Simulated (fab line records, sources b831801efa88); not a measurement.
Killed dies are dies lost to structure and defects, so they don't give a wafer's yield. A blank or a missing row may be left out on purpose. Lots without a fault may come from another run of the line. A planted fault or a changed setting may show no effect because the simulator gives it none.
fab line records | flow sky130
record lots=5 wafers=15 last_day=50
route steps=708 shown POLY_GATE@225 LDD_N@237 LDD_P@255
lots that met no fault: from a run of the same line without faults
start_h: hours from the record's first day to the start of the lot's first wafer shown | wait_h: hours since the lot's step before | " the same as in the row above | L1.1+2: a row that stands for several wafers | - no value, or no start given | * or withheld: withheld | < > ~ a bound
route shown NAME@n: a module of which the file shows steps, and the number in the route of the first | usual: mean/standard deviation of fault-free wafers | same: alike in all rows | chamber/n: place in a boat | sites: the reading at each site | _std_site: their standard deviation | _edge_site: outer sites' mean less inner sites' | radius_mm: how far each site lies from the wafer's centre | mask NAME#n: copy n | behind: the tool/chamber that last shaped the wafer | hold: why the lot was held/for how many hours/how that ended | device: the transistor (n, p or np) that didn't switch | end of line: the same wafers' tests at the end of the route | a step without rows: its recipe alone | killed: dies lost to structure and defects at the first sort, not the wafer's yield | map: a wafer's dies, x killed, . not, _ none there
set.NAME: the setting as run; set.NAME@STEP: as run at that earlier step | model.NAME: the simulator's own value behind a step, which no gauge read
lots at some steps of the route; a table a step, a row a wafer
services: from which hour (start_h, from the record's first day; less than 0 if before it) a tool's chamber was out of use, for how many hours, and why
## steps
# step SKY_POLY_GATE_PEB_11
# recipe peb_temp_c=withheld peb_time_s=withheld resist=KrF-thick
# usual chill_plate_temp_C=* resist_line_temp_C=*
# columns lot.wafer tool chamber start_h wait_h chill_plate_temp_C resist_line_temp_C
L077.1 litho_track-04 0 - - * *
L077.2 " 0 " " * *
L077.4 " 0 " " * *
L081.4 litho_track-02 0 - - * *
L081.5 " 0 " " * *
L081.6 " 0 " " * *
L082.4 litho_track-04 0 - - * *
L082.5 " 0 " " * *
L082.6 " 0 " " * *
L083.2 litho_track-03 0 - - * *
L083.3 " 0 " " * *
L083.4 " 0 " " * *
L091.2 litho_track-02 0 - - * *
L091.3 " 0 " " * *
L091.4 " 0 " " * *
# step SKY_POLY_GATE_DEVELOP_12
# recipe develop_time_s=60 resist=KrF-thick dev_temp_c=21
# usual chill_plate_temp_C=23.00/0.12 resist_line_temp_C=23.01/0.099
# columns lot.wafer tool chamber start_h wait_h chill_plate_temp_C resist_line_temp_C
L077.1 litho_track-04 0 - - 23.01 23.10
L077.2 " 0 " " 22.94 23.13
L077.4 " 0 " " 22.85 22.95
L081.4 litho_track-02 0 - - 23.04 22.99
L081.5 " 0 " " 23.07 23.07
L081.6 " 0 " " 22.94 23.11
L082.4 litho_track-04 0 - - 23.08 23.17
L082.5 " 0 " " 23.08 23.06
L082.6 " 0 " " 22.88 23.07
L083.2 litho_track-03 0 - - 23.03 22.89
L083.3 " 0 " " 23.04 23.01
L083.4 " 0 " " 23.06 23.06
L091.2 litho_track-02 0 - - 22.80 23.08
L091.3 " 0 " " 22.93 23.13
L091.4 " 0 " " 22.89 23.01
# step SKY_POLY_GATE_CD_MEAS_13
# recipe target_cd_nm=150
# usual cd_nm=150.1/1.3
# columns lot.wafer tool chamber start_h wait_h cd_nm
L077.1 cd_sem-02 - 410.02 - 150.9
L077.2 " - " " 150.7
L077.4 " - " " 149.5
L081.4 cd_sem-01 - 447.72 - 149.5
L081.5 " - " " 149.0
L081.6 " - " " 151.0
L082.4 cd_sem-01 - 448.83 - 148.1
L082.5 " - " " 147.9
L082.6 " - " " 148.5
L083.2 cd_sem-02 - 457.66 - 149.3
L083.3 " - " " 149.2
L083.4 " - " " 149.6
L091.2 cd_sem-02 - 528.12 - 148.5
L091.3 " - " " 147.7
L091.4 " - " " 147.4
# step SKY_POLY_GATE_OVL_MEAS_14
# usual POLY_GATE_OVL=0/5.8
# columns lot.wafer tool chamber start_h wait_h POLY_GATE_OVL[nm]
L077.1 overlay-01 - 410.14 0.1 4
L077.2 " - " " -3
L077.4 " - " " 1
L081.4 overlay-02 - 447.79 0.1 -9
L081.5 " - " " -5
L081.6 " - " " -8
L082.4 overlay-02 - 448.91 0.1 -4
L082.5 " - " " 0
L082.6 " - " " 5
L083.2 overlay-02 - 457.77 0.1 6
L083.3 " - " " 0
L083.4 " - " " 5
L091.2 overlay-02 - 528.23 0.1 2
L091.3 " - " " 8
L091.4 " - " " 5
# step SKY_POLY_GATE_ETCH_15
# recipe chemistry=N2/H2 target=BARC ion_energy_ev=200 source_w=500 bias_w=100 pressure_mtorr=30 n2_flow_sccm=100 h2_flow_sccm=200 stop_on=SiO2 time_s=118.5 target_depth_a=1100
# usual drypump_motor_current_A=6.0/0.67 oes_product_au=0.717/0.0046 throttle_valve_pct=13.213/0.0081
# columns lot.wafer tool chamber start_h wait_h drypump_motor_current_A oes_product_au rf_hours_counter_h throttle_valve_pct
L077.1 rie_diel-03 1 410.17 0.0 6.3 0.713 11 13.216
L077.2 " 2 " " 5.9 0.723 26 13.203
L077.4 " 2 " " 5.9 0.717 - 13.207
L081.4 rie_diel-03 0 447.81 0.0 6.8 0.714 0 13.205
L081.5 " 0 " " 6.8 0.715 - 13.210
L081.6 " 3 " " 5.0 0.713 - 13.206
L082.4 rie_diel-03 1 448.92 0.0 6.3 0.723 12 13.209
L082.5 " 2 " " 5.9 0.716 - 13.201
L082.6 " 3 " " 5.0 0.718 - 13.202
L083.2 rie_diel-03 3 457.80 0.0 5.0 0.715 3 13.217
L083.3 " 2 " " 5.9 0.708 27 13.224
L083.4 " 1 " " 6.2 0.709 12 13.212
L091.2 rie_diel-03 2 528.26 0.0 5.8 0.720 29 13.227
L091.3 " 1 " " 6.2 0.714 14 13.220
L091.4 " 3 " " 5.0 0.731 5 13.220
# step SKY_POLY_GATE_ETCH_16
# recipe stop_on=poly-Si chemistry=CH3F/O2 target=Si3N4 source_w=400 bias_w=80 pressure_mtorr=25 ch3f_flow_sccm=40 O2_flow_sccm=30 time_s=147.5 target_depth_a=750
# usual drypump_motor_current_A=6.0/0.67 oes_product_au=0.640/0.0053 throttle_valve_pct=10.536/0.0086
# columns lot.wafer tool chamber start_h wait_h drypump_motor_current_A oes_product_au rf_hours_counter_h throttle_valve_pct
L077.1 rie_diel-03 1 410.26 0.0 6.3 0.634 11 10.536
L077.2 " 2 " " 5.9 0.636 26 10.548
L077.4 " 2 " " 5.9 0.635 - 10.537
L081.4 rie_diel-03 0 447.89 0.0 6.7 0.634 0 10.540
L081.5 " 0 " " 6.8 0.640 - 10.533
L081.6 " 3 " " 4.9 0.641 - 10.534
L082.4 rie_diel-03 1 449.01 0.0 6.2 0.635 12 10.536
L082.5 " 2 " " 5.9 0.646 - 10.535
L082.6 " 3 " " 5.0 0.639 - 10.543
L083.2 rie_diel-03 3 457.88 0.0 4.9 0.637 3 10.544
L083.3 " 2 " " 5.8 0.642 27 10.544
L083.4 " 1 " " 6.2 0.641 12 10.551
L091.2 rie_diel-03 2 528.34 0.0 5.9 0.633 29 10.548
L091.3 " 1 " " 6.3 0.642 14 10.541
L091.4 " 3 " " 4.9 0.635 5 10.537
# step SKY_POLY_GATE_ETCH_17
# recipe target_depth_nm=180 stop_on=SiO2 over_etch_frac=0.56667 chemistry=HBr/Cl2 target=poly-Si icp_w=400 bias_w=100 pressure_mtorr=10 HBr_flow_sccm=150 Cl2_flow_sccm=50 time_s=70.5
# usual drypump_motor_current_A=5.7/0.55 oes_product_au=0.983/0.007 throttle_valve_pct=33.685/0.01
# columns lot.wafer tool chamber start_h wait_h drypump_motor_current_A oes_product_au rf_hours_counter_h throttle_valve_pct
L077.1 rie_si-02 3 410.36 0.0 4.9 0.980 1 33.687
L077.2 " 1 " " 6.6 0.980 72 33.671
L077.4 " 0 " " 6.3 0.993 1 33.676
L081.4 rie_si-02 0 447.99 0.0 6.3 0.974 2 33.678
L081.5 " 1 " " 6.5 0.999 - 33.681
L081.6 " 2 " " 6.1 0.993 - 33.694
L082.4 rie_si-01 3 449.10 0.0 5.2 0.993 11 33.671
L082.5 " 3 " " 5.1 0.985 - 33.688
L082.6 " 2 " " 5.9 0.988 - 33.679
L083.2 rie_si-02 2 457.98 0.0 6.1 0.976 36 33.688
L083.3 " 0 " " 6.3 0.973 2 33.700
L083.4 " 3 " " 4.9 0.965 1 33.689
L091.2 rie_si-02 3 528.44 0.0 4.9 0.987 2 33.700
L091.3 " 2 " " 6.1 0.987 36 33.686
L091.4 " 0 " " 6.3 0.993 - 33.686
# step SKY_POLY_GATE_STRIP_18
# recipe chemistry=O2/N2 power_w=1400 pressure_mtorr=1500 platen_temp_c=withheld o2_flow_sccm=3000 n2_flow_sccm=300 overash_fraction=0.5
# usual drypump_motor_current_A=5.5/0.38 oes_product_au=0.362/0.0045 strip_time_to_endpoint_s=3.178/0.027
# columns lot.wafer tool chamber start_h wait_h drypump_motor_current_A oes_product_au rf_hours_counter_h strip_time_to_endpoint_s
L077.1 plasma_asher-04 1 410.41 0.0 6.1 0.360 57 3.190
L077.2 " 0 " " 5.2 0.366 57 3.186
L077.4 " 1 " " 6.1 0.365 - 3.211
L081.4 plasma_asher-01 1 448.08 0.1 5.1 0.356 - 3.209
L081.5 " 0 " " 6.0 0.362 - 3.178
L081.6 " 1 " " 5.1 0.356 - 3.152
L082.4 plasma_asher-03 1 449.19 0.1 5.2 0.362 - 3.184
L082.5 " 0 " " 5.4 0.355 - 3.182
L082.6 " 1 " " 5.2 0.370 - 3.166
L083.2 plasma_asher-01 0 458.03 0.0 6.0 0.360 80 3.179
L083.3 " 1 " " 5.1 0.357 - 3.174
L083.4 " 0 " " 5.9 0.352 - 3.174
L091.2 plasma_asher-01 1 528.50 0.0 5.2 0.367 88 3.171
L091.3 " 0 " " 6.0 0.359 - 3.166
L091.4 " 1 " " 5.1 0.354 - 3.172
# step SKY_POLY_GATE_CLEAN_19
# recipe chemistry=SC1/SC2 mix=1:4:20 temp_c=70 time_s=150 dry=n2_spin
# usual bath_guard_temp_C=69.8/0.7 bath_heat_duty_pct=13.6/1.5 temp_c=69.96/0.11
# columns lot.wafer tool chamber start_h wait_h bath_guard_temp_C bath_heat_duty_pct temp_c
L077.1 wet_bench-03 2 410.51 0.1 70.0 14.5 70.08
L077.2 " 2 " " 70.2 15.0 70.14
L077.4 " 2 " " 70.5 13.3 69.94
L081.4 wet_bench-02 2 448.15 0.0 68.4 11.9 70.04
L081.5 " 2 " " 68.3 13.2 69.98
L081.6 " 2 " " 68.6 12.5 69.91
L082.4 wet_bench-01 2 449.26 0.0 70.5 15.5 69.89
L082.5 " 2 " " 70.0 15.9 69.79
L082.6 " 2 " " 70.6 14.1 69.80
L083.2 wet_bench-03 0 458.13 0.1 70.5 13.5 69.87
L083.3 " 0 " " 70.5 12.7 69.79
L083.4 " 0 " " 69.9 13.4 69.95
L091.2 wet_bench-03 2 528.60 0.1 70.2 15.1 70.10
L091.3 " 2 " " 70.3 13.5 70.08
L091.4 " 2 " " 70.3 14.6 70.09
# step SKY_POLY_GATE_OXIDATION_20
# recipe temp_c=850 ambient=O2 stabilise_s=600 purge_s=300 target_thk_a=40 ox_time_s=899
# usual ox_temp_c_max=853.4/0.69 tube_center_temp_C=850/0.08
# same stabilise_s=600
# columns lot.wafer tool chamber start_h wait_h ox_temp_c_max tube_center_temp_C
L077.1 furnace-01 0 411.29 0.7 853.2 849.96
L077.2 " 0 " " 854.0 849.95
L077.4 " 0 " " 853.6 849.88
L081.4 furnace-02 0 448.59 0.4 853.1 849.87
L081.5 " 0 " " 854.8 850.04
L081.6 " 0 " " 852.8 850.07
L082.4 furnace-01 0 449.32 0.0 853.1 850.05
L082.5 " 0 " " 852.9 849.96
L082.6 " 0 " " 853.3 849.97
L083.2 furnace-01 0 458.18 0.0 854.9 850.09
L083.3 " 0 " " 852.9 849.98
L083.4 " 0 " " 853.0 850.02
L091.2 furnace-01 0 528.65 0.0 853.5 849.96
L091.3 " 0 " " 852.7 849.96
L091.4 " 0 " " 853.2 850.04
# step SKY_POLY_GATE_THK_MEAS_21
# recipe reads=SiO2_of_POLY_GATE_OXIDATION_20
# usual POLY_GATE_OXIDATION_THK=3.99/0.095
# columns lot.wafer tool chamber start_h wait_h POLY_GATE_OXIDATION_THK[nm]
L077.1 film_metro-03 - 412.54 0.0 3.87
L077.2 " - " " 3.80
L077.4 " - " " 3.90
L081.4 film_metro-02 - 449.87 0.0 4.12
L081.5 " - " " 4.08
L081.6 " - " " 4.16
L082.4 film_metro-01 - 450.59 0.0 4.02
L082.5 " - " " 4.06
L082.6 " - " " 3.98
L083.2 film_metro-01 - 459.44 0.0 3.82
L083.3 " - " " 3.90
L083.4 " - " " 3.84
L091.2 film_metro-03 - 529.91 0.0 4.01
L091.3 " - " " 4.02
L091.4 " - " " 4.15
# step SKY_POLY_GATE_CD_MEAS_22
# usual cd_nm=149.5/1.8
# columns lot.wafer tool chamber start_h wait_h cd_nm
L077.1 cd_sem-02 - 412.60 0.1 151.6
L077.2 " - " " 151.9
L077.4 " - " " 149.9
L081.4 cd_sem-01 - 449.99 0.1 149.4
L081.5 " - " " 147.5
L081.6 " - " " 150.7
L082.4 cd_sem-02 - 450.71 0.1 147.4
L082.5 " - " " 147.8
L082.6 " - " " 147.7
L083.2 cd_sem-02 - 459.52 0.1 150.0
L083.3 " - " " 151.7
L083.4 " - " " 149.7
L091.2 cd_sem-02 - 529.99 0.1 147.5
L091.3 " - " " 145.8
L091.4 " - " " 148.1
# step SKY_LDD_N_DEHYDRATE_00
# recipe temp_c=200 time_s=60
# usual chill_plate_temp_C=23.01/0.11 plate_temp_C=200.01/0.16 resist_line_temp_C=23.00/0.083
# columns lot.wafer tool chamber start_h wait_h chill_plate_temp_C plate_temp_C resist_line_temp_C
L077.1 litho_track-02 0 427.36 14.7 22.96 200.16 23.07
L077.2 " 0 " " 22.97 200.09 23.12
L077.4 " 0 " " 23.15 200.13 22.90
L081.4 litho_track-01 0 465.59 15.6 23.07 200.36 22.98
L081.5 " 0 " " 22.81 200.29 22.93
L081.6 " 0 " " 23.08 200.17 23.07
L082.4 litho_track-02 0 466.43 15.7 23.13 199.90 23.23
L082.5 " 0 " " 23.02 200.11 23.14
L082.6 " 0 " " 22.99 199.87 23.01
L083.2 litho_track-01 0 474.99 15.4 23.11 199.87 22.91
L083.3 " 0 " " 22.83 199.98 23.01
L083.4 " 0 " " 22.96 200.05 22.91
L091.2 litho_track-01 0 544.49 14.5 22.94 199.95 23.03
L091.3 " 0 " " 22.95 199.83 22.89
L091.4 " 0 " " 23.01 200.13 23.01
# step SKY_LDD_N_HMDS_01
# recipe prime_time_s=60 prime_temp_c=120
# usual chill_plate_temp_C=23.03/0.094 resist_line_temp_C=23.00/0.087
# columns lot.wafer tool chamber start_h wait_h chill_plate_temp_C resist_line_temp_C
L077.1 litho_track-02 0 427.51 0.1 23.02 22.81
L077.2 " 0 " " 22.87 22.86
L077.4 " 0 " " 23.06 22.90
L081.4 litho_track-01 0 465.74 0.1 23.10 22.93
L081.5 " 0 " " 22.86 22.90
L081.6 " 0 " " 23.12 22.91
L082.4 litho_track-02 0 466.58 0.1 23.12 23.07
L082.5 " 0 " " 23.07 23.16
L082.6 " 0 " " 23.05 22.97
L083.2 litho_track-01 0 475.14 0.1 22.94 22.83
L083.3 " 0 " " 22.93 23.00
L083.4 " 0 " " 23.01 23.00
L091.2 litho_track-01 0 544.64 0.1 23.04 23.05
L091.3 " 0 " " 22.88 23.05
L091.4 " 0 " " 22.89 22.90
# step SKY_LDD_N_COAT_02
# recipe resist=NOVOLAK spin_rpm=3000 resist_thk_nm=300
# usual chill_plate_temp_C=22.97/0.12 resist_line_temp_C=22.98/0.11
# columns lot.wafer tool chamber start_h wait_h chill_plate_temp_C resist_line_temp_C
L077.1 litho_track-02 0 427.66 0.1 23.04 22.90
L077.2 " 0 " " 22.88 22.89
L077.4 " 0 " " 23.01 23.02
L081.4 litho_track-01 0 465.89 0.1 23.04 22.77
L081.5 " 0 " " 23.00 22.85
L081.6 " 0 " " 23.06 23.10
L082.4 litho_track-02 0 466.73 0.1 23.10 22.95
L082.5 " 0 " " 22.94 23.05
L082.6 " 0 " " 22.82 22.99
L083.2 litho_track-01 0 475.29 0.1 23.05 23.03
L083.3 " 0 " " 23.01 22.98
L083.4 " 0 " " 22.85 23.16
L091.2 litho_track-01 0 544.79 0.1 22.82 22.87
L091.3 " 0 " " 22.80 23.00
L091.4 " 0 " " 22.81 23.02
# step SKY_LDD_N_SOFTBAKE_03
# recipe temp_c=90 time_s=60 resist=NOVOLAK
# usual chill_plate_temp_C=23.01/0.099 plate_temp_C=90.01/0.13 resist_line_temp_C=22.96/0.099
# columns lot.wafer tool chamber start_h wait_h chill_plate_temp_C plate_temp_C resist_line_temp_C
L077.1 litho_track-02 0 427.81 0.1 23.12 89.95 23.01
L077.2 " 0 " " 23.03 89.88 22.94
L077.4 " 0 " " 22.99 90.06 23.02
L081.4 litho_track-01 0 466.04 0.1 22.93 90.07 22.94
L081.5 " 0 " " 23.04 90.15 23.06
L081.6 " 0 " " 23.14 90.02 22.91
L082.4 litho_track-02 0 466.88 0.1 22.98 89.96 23.10
L082.5 " 0 " " 22.88 89.92 22.99
L082.6 " 0 " " 23.02 90.14 22.90
L083.2 litho_track-01 0 475.44 0.1 23.05 89.99 23.00
L083.3 " 0 " " 23.31 89.76 23.09
L083.4 " 0 " " 22.90 90.05 22.92
L091.2 litho_track-01 0 544.94 0.1 22.89 89.93 22.90
L091.3 " 0 " " 22.87 89.98 23.04
L091.4 " 0 " " 23.00 89.92 23.08
# step SKY_LDD_N_EXPOSE_04
# recipe mask_id=NTM target_cd_nm=840 na=0.6 source_shape=conventional sigma_outer=0.6 dose_mj=110
# usual reticle_temp_C=23.01/0.1
# same sigma_outer=0.6
# columns lot.wafer tool chamber start_h wait_h mask reticle_temp_C
L077.1 iline_stepper-01 0 - - NTM#0 22.99
L077.2 " 0 " " NTM#0 23.14
L077.4 " 0 " " NTM#0 23.12
L081.4 iline_stepper-01 0 - - NTM#0 23.08
L081.5 " 0 " " NTM#0 22.93
L081.6 " 0 " " NTM#0 23.14
L082.4 iline_stepper-01 0 - - NTM#0 23.21
L082.5 " 0 " " NTM#0 23.15
L082.6 " 0 " " NTM#0 23.11
L083.2 iline_stepper-01 0 - - NTM#0 23.17
L083.3 " 0 " " NTM#0 23.15
L083.4 " 0 " " NTM#0 23.04
L091.2 iline_stepper-02 0 - - NTM#0 23.08
L091.3 " 0 " " NTM#0 23.07
L091.4 " 0 " " NTM#0 23.12
# step SKY_LDD_N_PEB_05
# recipe temp_c=withheld time_s=* resist=NOVOLAK
# usual chill_plate_temp_C=* resist_line_temp_C=*
# columns lot.wafer tool chamber start_h wait_h chill_plate_temp_C resist_line_temp_C
L077.1 litho_track-04 0 - - * *
L077.2 " 0 " " * *
L077.4 " 0 " " * *
L081.4 litho_track-02 0 - - * *
L081.5 " 0 " " * *
L081.6 " 0 " " * *
L082.4 litho_track-02 0 - - * *
L082.5 " 0 " " * *
L082.6 " 0 " " * *
L083.2 litho_track-02 0 - - * *
L083.3 " 0 " " * *
L083.4 " 0 " " * *
L091.2 litho_track-02 0 - - * *
L091.3 " 0 " " * *
L091.4 " 0 " " * *
# step SKY_LDD_N_DEVELOP_06
# recipe develop_time_s=60 dev_temp_c=23
# usual chill_plate_temp_C=23.02/0.11 resist_line_temp_C=22.99/0.12
# columns lot.wafer tool chamber start_h wait_h chill_plate_temp_C resist_line_temp_C
L077.1 litho_track-04 0 443.32 0.1 23.09 23.01
L077.2 " 0 " " 23.02 22.93
L077.4 " 0 " " 23.03 22.83
L081.4 litho_track-02 0 481.08 0.1 23.06 23.09
L081.5 " 0 " " 23.12 23.16
L081.6 " 0 " " 22.94 23.09
L082.4 litho_track-02 0 481.38 0.1 22.90 23.18
L082.5 " 0 " " 22.94 23.19
L082.6 " 0 " " 23.05 23.14
L083.2 litho_track-02 0 490.98 0.1 22.96 23.08
L083.3 " 0 " " 22.98 22.74
L083.4 " 0 " " 22.86 23.07
L091.2 litho_track-02 0 559.93 0.1 23.15 23.01
L091.3 " 0 " " 23.08 22.91
L091.4 " 0 " " 22.88 23.06
# step SKY_LDD_N_OVL_MEAS_07
# usual LDD_N_OVL=-0.9/1.3
# columns lot.wafer tool chamber start_h wait_h LDD_N_OVL[nm]
L077.1 overlay-02 - 443.47 0.1 0.5
L077.2 " - " " -0.2
L077.4 " - " " -0.9
L081.4 overlay-02 - 481.17 0.1 -0.4
L081.5 " - " " 1.3
L081.6 " - " " 0.2
L082.4 overlay-02 - 481.47 0.1 -0.3
L082.5 " - " " -1.3
L082.6 " - " " -0.9
L083.2 overlay-02 - 491.11 0.1 -1.0
L083.3 " - " " -0.8
L083.4 " - " " -0.7
L091.2 overlay-01 - 560.06 0.1 -0.2
L091.3 " - " " -0.9
L091.4 " - " " 1.2
# step SKY_LDD_N_IMPLANT_08
# recipe species=As energy_kev=20 dose_cm2=7.5e+13 tilt_deg=withheld rotation_deg=23
# columns lot.wafer tool chamber start_h wait_h
L077.1+2+4 implanter-01 0 443.50 0.0
L081.4+5+6 implanter-02 0 481.27 0.1
L082.4+5+6 implanter-04 0 481.57 0.1
L083.2+3+4 implanter-01 0 491.17 0.0
L091.2+3+4 implanter-01 0 560.12 0.0
# step SKY_LDD_N_IMPLANT_09
# recipe species=As energy_kev=20 dose_cm2=7.5e+13 tilt_deg=withheld rotation_deg=113
# columns lot.wafer tool chamber start_h wait_h
L077.1+2+4 implanter-01 0 443.65 0.1
L081.4+5+6 implanter-02 0 481.42 0.1
L082.4+5+6 implanter-04 0 481.72 0.1
L083.2+3+4 implanter-01 0 491.32 0.1
L091.2+3+4 implanter-01 0 560.27 0.1
# step SKY_LDD_N_IMPLANT_10
# recipe species=As energy_kev=20 dose_cm2=7.5e+13 tilt_deg=withheld rotation_deg=203
# columns lot.wafer tool chamber start_h wait_h
L077.1+2+4 implanter-01 0 443.80 0.1
L081.4+5+6 implanter-02 0 481.57 0.1
L082.4+5+6 implanter-04 0 481.87 0.1
L083.2+3+4 implanter-01 0 491.47 0.1
L091.2+3+4 implanter-01 0 560.42 0.1
# step SKY_LDD_N_IMPLANT_11
# recipe species=As energy_kev=20 dose_cm2=7.5e+13 tilt_deg=withheld rotation_deg=293
# columns lot.wafer tool chamber start_h wait_h
L077.1+2+4 implanter-01 0 443.95 0.1
L081.4+5+6 implanter-02 0 481.72 0.1
L082.4+5+6 implanter-04 0 482.02 0.1
L083.2+3+4 implanter-01 0 491.62 0.1
L091.2+3+4 implanter-01 0 560.57 0.1
# step SKY_LDD_N_IMPLANT_12
# recipe species=BF2 energy_kev=50 dose_cm2=5e+12 tilt_deg=30 rotation_deg=0
# columns lot.wafer tool chamber start_h wait_h
L077.1+2+4 implanter-01 0 444.10 0.1
L081.4+5+6 implanter-02 0 481.87 0.1
L082.4+5+6 implanter-04 0 482.17 0.1
L083.2+3+4 implanter-01 0 491.77 0.1
L091.2+3+4 implanter-01 0 560.72 0.1
# step SKY_LDD_N_IMPLANT_13
# recipe species=BF2 energy_kev=50 dose_cm2=5e+12 tilt_deg=30 rotation_deg=90
# columns lot.wafer tool chamber start_h wait_h
L077.1+2+4 implanter-01 0 444.25 0.1
L081.4+5+6 implanter-02 0 482.02 0.1
L082.4+5+6 implanter-04 0 482.32 0.1
L083.2+3+4 implanter-01 0 491.92 0.1
L091.2+3+4 implanter-01 0 560.87 0.1
# step SKY_LDD_N_IMPLANT_14
# recipe species=BF2 energy_kev=50 dose_cm2=5e+12 tilt_deg=30 rotation_deg=180
# columns lot.wafer tool chamber start_h wait_h
L077.1+2+4 implanter-01 0 444.40 0.1
L081.4+5+6 implanter-02 0 482.17 0.1
L082.4+5+6 implanter-04 0 482.47 0.1
L083.2+3+4 implanter-01 0 492.07 0.1
L091.2+3+4 implanter-01 0 561.02 0.1
# step SKY_LDD_N_IMPLANT_15
# recipe species=BF2 energy_kev=50 dose_cm2=5e+12 tilt_deg=30 rotation_deg=270
# columns lot.wafer tool chamber start_h wait_h
L077.1+2+4 implanter-01 0 444.55 0.1
L081.4+5+6 implanter-02 0 482.32 0.1
L082.4+5+6 implanter-04 0 482.62 0.1
L083.2+3+4 implanter-01 0 492.22 0.1
L091.2+3+4 implanter-01 0 561.17 0.1
# step SKY_LDD_N_STRIP_16
# recipe chemistry=O2/N2 power_w=1400 pressure_mtorr=1500 platen_temp_c=withheld o2_flow_sccm=3000 n2_flow_sccm=300 overash_fraction=0.5
# usual drypump_motor_current_A=5.5/0.37 oes_product_au=0.407/0.0051 strip_time_to_endpoint_s=4.315/0.014
# columns lot.wafer tool chamber start_h wait_h drypump_motor_current_A oes_product_au rf_hours_counter_h strip_time_to_endpoint_s
L077.1 plasma_asher-03 0 444.70 0.1 5.5 0.407 1 4.341
L077.2 " 1 " " 5.2 0.402 1 4.297
L077.4 " 0 " " 5.4 0.411 - 4.330
L081.4 plasma_asher-03 1 482.42 0.1 5.2 0.401 - 4.333
L081.5 " 0 " " 5.5 0.407 - 4.312
L081.6 " 1 " " 5.2 0.411 - 4.313
L082.4 plasma_asher-01 0 482.72 0.1 6.0 0.419 - 4.322
L082.5 " 0 " " 5.9 0.407 - 4.305
L082.6 " 1 " " 5.1 0.408 - 4.312
L083.2 plasma_asher-03 0 492.34 0.1 5.4 0.409 7 4.291
L083.3 " 1 " " 5.2 0.398 - 4.328
L083.4 " 0 " " 5.5 0.416 - 4.302
L091.2 plasma_asher-03 0 561.29 0.1 5.4 0.402 15 4.280
L091.3 " 1 " " 5.2 0.401 - 4.318
L091.4 " 0 " " 5.5 0.411 - 4.300
# step SKY_LDD_N_TW_MEAS_17
# usual LDD_N_TW=2596/16
# columns lot.wafer tool chamber start_h wait_h LDD_N_TW
L077.1 film_metro-02 - 444.80 0.1 2613
L077.2 " - " " 2621
L077.4 " - " " 2632
L081.4 film_metro-04 - 482.52 0.1 2584
L081.5 " - " " 2586
L081.6 " - " " 2578
L082.4 film_metro-04 - 482.82 0.1 2592
L082.5 " - " " 2586
L082.6 " - " " 2575
L083.2 film_metro-03 - 492.45 0.1 2618
L083.3 " - " " 2617
L083.4 " - " " 2602
L091.2 film_metro-02 - 561.40 0.1 2620
L091.3 " - " " 2618
L091.4 " - " " 2609
# step SKY_LDD_P_DEHYDRATE_00
# recipe temp_c=200 time_s=60
# usual chill_plate_temp_C=22.99/0.092 plate_temp_C=200.01/0.16 resist_line_temp_C=23.01/0.12
# columns lot.wafer tool chamber start_h wait_h chill_plate_temp_C plate_temp_C resist_line_temp_C
L077.1 litho_track-01 0 459.21 14.4 22.97 199.80 22.84
L077.2 " 0 " " 22.89 199.82 22.91
L077.4 " 0 " " 22.99 199.90 22.93
L081.4 litho_track-04 0 497.44 14.9 22.80 199.77 23.01
L081.5 " 0 " " 22.86 199.96 22.90
L081.6 " 0 " " 23.07 199.87 23.02
L082.4 litho_track-04 0 498.04 15.2 23.09 199.82 22.88
L082.5 " 0 " " 22.90 199.94 22.78
L082.6 " 0 " " 22.94 199.88 22.88
L083.2 litho_track-01 0 506.84 14.4 23.03 200.26 23.28
L083.3 " 0 " " 23.22 199.92 23.24
L083.4 " 0 " " 22.93 199.88 23.11
L091.2 litho_track-01 0 576.03 14.6 23.12 199.83 23.18
L091.3 " 0 " " 23.04 199.98 23.02
L091.4 " 0 " " 23.27 199.93 23.05
# step SKY_LDD_P_HMDS_01
# recipe prime_time_s=60 prime_temp_c=120
# usual chill_plate_temp_C=23.01/0.11 resist_line_temp_C=23.00/0.11
# columns lot.wafer tool chamber start_h wait_h chill_plate_temp_C resist_line_temp_C
L077.1 litho_track-01 0 459.36 0.1 23.00 22.87
L077.2 " 0 " " 23.05 22.84
L077.4 " 0 " " 22.90 23.07
L081.4 litho_track-04 0 497.59 0.1 23.05 23.09
L081.5 " 0 " " 23.10 22.77
L081.6 " 0 " " 23.03 23.07
L082.4 litho_track-04 0 498.19 0.1 23.05 22.97
L082.5 " 0 " " 22.84 22.94
L082.6 " 0 " " 22.99 23.08
L083.2 litho_track-01 0 506.99 0.1 22.81 22.98
L083.3 " 0 " " 23.00 23.12
L083.4 " 0 " " 22.97 22.88
L091.2 litho_track-01 0 576.18 0.1 23.01 23.04
L091.3 " 0 " " 23.12 23.08
L091.4 " 0 " " 22.95 23.11
# step SKY_LDD_P_COAT_02
# recipe resist=NOVOLAK spin_rpm=3000 resist_thk_nm=1140
# usual chill_plate_temp_C=23.02/0.098 resist_line_temp_C=23.00/0.11
# columns lot.wafer tool chamber start_h wait_h chill_plate_temp_C resist_line_temp_C
L077.1 litho_track-01 0 459.51 0.1 23.08 23.00
L077.2 " 0 " " 23.05 23.09
L077.4 " 0 " " 22.89 23.19
L081.4 litho_track-04 0 497.74 0.1 22.93 22.96
L081.5 " 0 " " 23.05 22.92
L081.6 " 0 " " 23.04 22.97
L082.4 litho_track-04 0 498.34 0.1 22.88 23.13
L082.5 " 0 " " 23.09 23.02
L082.6 " 0 " " 22.98 23.19
L083.2 litho_track-01 0 507.14 0.1 23.03 23.00
L083.3 " 0 " " 22.92 22.82
L083.4 " 0 " " 22.93 22.97
L091.2 litho_track-01 0 576.33 0.1 23.23 22.99
L091.3 " 0 " " 23.27 22.96
L091.4 " 0 " " 23.04 22.94
## services
# columns tool chamber start_h hours kind
plasma_asher-03 - 386.45 11.9 repair
plasma_asher-03 - 391.56 7.6 repair
plasma_asher-01 - 395.95 2.1 repair
implanter-01 - 415.69 5.0 pm
furnace-01 - 416.94 3.3 pm
rie_si-01 - 416.96 0.1 repair
plasma_asher-03 - 421.25 9.0 pm
iline_stepper-01 - 431.06 1.7 pm
plasma_asher-04 - 432.84 2.8 repair
implanter-04 - 434.50 3.3 repair
implanter-02 - 458.40 12.4 repair
rie_si-01 0 467.93 1.3 repair
furnace-02 - 473.00 3.6 pm
furnace-02 - 476.62 3.4 pm
rie_si-01 3 485.68 7.3 repair
furnace-01 - 486.14 3.3 pm
implanter-02 - 500.75 3.6 repair
rie_si-01 - 509.02 0.1 repair
plasma_asher-04 - 512.20 68.9 repair
rie_si-02 1 525.81 13.4 repair
implanter-04 - 544.30 3.9 repair
implanter-01 - 555.80 2.1 repair
rie_diel-03 3 560.81 14.3 repair
iline_stepper-02 - 563.84 3.9 repair
## key
fault none
